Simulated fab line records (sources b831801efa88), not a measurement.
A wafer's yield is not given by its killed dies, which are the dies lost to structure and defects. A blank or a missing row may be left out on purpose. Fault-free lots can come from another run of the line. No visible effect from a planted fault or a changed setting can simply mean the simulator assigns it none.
Comparing a struck lot with a sound one :: flow sky130 :: 15 steps out of a route of 708
Sound: wafers L195.1, L195.5, L195.6. Wafers L202.1, L202.3, L202.4 were the ones struck. At the end, the cause is stated.
For every step that has rows: the tool of each side, followed by ch and its chambers, followed by its first start. Under that, the readings that differ: sound wafers :: struck wafers :: difference of the means :: sigmas: that difference in standard deviations of wafers without a fault.
alike: same words and numbers on both sides, and readings whose means sit less than 2 such deviations apart. not compared: any withheld reading, any reading some wafer has no value for, any bound like >300 that may hide the same value, and any number with overlapping values for which the record gives no deviation.
Wherever a step has rows on one side only, a row that says differs or no value, or a row with sigmas, the two part there. Numbers that have no deviation but don't overlap get no sigmas and don't part them. A reading missing from all wafers of one side parts the sides only when that side holds two or more wafers.

first, 1 step without rows for these wafers: SKY_VT_ADJUST_NCORE_IMPLANT_09.
SKY_VT_ADJUST_NCORE_STRIP_10: strips in O2/N2.
  sound on plasma asher-03 ch 0,1, day 11 07:38; struck on plasma asher-02 ch 0,1, day 13 09:40
  alike: drypump motor current A, oes product au, strip time to endpoint s
  not compared: rf hours counter h
SKY_VT_ADJUST_NCORE_TW_MEAS_11:
  sound on film metro-01 at day 11 07:44; struck on film metro-01 at day 13 09:46
  alike: VT_ADJUST_NCORE_TW
then, 7 steps without rows for these wafers: SKY_VT_ADJUST_HVTR_DEHYDRATE_00 (time 60 s); SKY_VT_ADJUST_HVTR_HMDS_01 (prime time 60 s); SKY_VT_ADJUST_HVTR_COAT_02 (resist thk 1140 nm); SKY_VT_ADJUST_HVTR_SOFTBAKE_03 (time 60 s); SKY_VT_ADJUST_HVTR_EXPOSE_04 (exposes mask HVTRM, target cd 380 nm); SKY_VT_ADJUST_HVTR_PEB_05; SKY_VT_ADJUST_HVTR_DEVELOP_06 (develop time 57.6 s).
SKY_VT_ADJUST_HVTR_CD_MEAS_07: target cd 380 nm.
  sound on cd sem-01 at day 12 07:37; struck on cd sem-02 at day 14 10:58
reading: cd nm (nm)
sound: 382.8 382.5 382.0
struck: 371.6 374.9 371.6
difference: -9.7
sigmas: -4
SKY_VT_ADJUST_HVTR_OVL_MEAS_08:
  sound on overlay-02 at day 12 07:44; struck on overlay-02 at day 14 11:05
  alike: VT_ADJUST_HVTR_OVL
SKY_VT_ADJUST_HVTR_IMPLANT_09:
  struck on implanter-04, day 14 11:07; sound on implanter-03 ch 0, day 12 07:46
  no value came back on the struck wafers for beam energy keV, beam on s (s), faraday current uA; on the sound wafers beam energy keV reads 9.9987 10.005 9.9992
SKY_VT_ADJUST_HVTR_STRIP_10: strips in O2/N2.
  sound on plasma asher-02 ch 0,1, day 12 07:55; struck on plasma asher-01 ch 0,1, day 14 11:16
  alike: drypump motor current A, oes product au, strip time to endpoint s
  not compared: rf hours counter h
SKY_VT_ADJUST_HVTR_TW_MEAS_11:
  sound on film metro-04 at day 12 08:01; struck on film metro-04 at day 14 11:22
reading: VT_ADJUST_HVTR_TW
sound: 208 207 208
struck: 30 30 29
difference: -178
sigmas: -42

WHERE THEY PART
At SKY_VT_ADJUST_HVTR_CD_MEAS_07 first; at SKY_VT_ADJUST_HVTR_TW_MEAS_11 last (within this record only).

WHY: the cause the simulator had injected
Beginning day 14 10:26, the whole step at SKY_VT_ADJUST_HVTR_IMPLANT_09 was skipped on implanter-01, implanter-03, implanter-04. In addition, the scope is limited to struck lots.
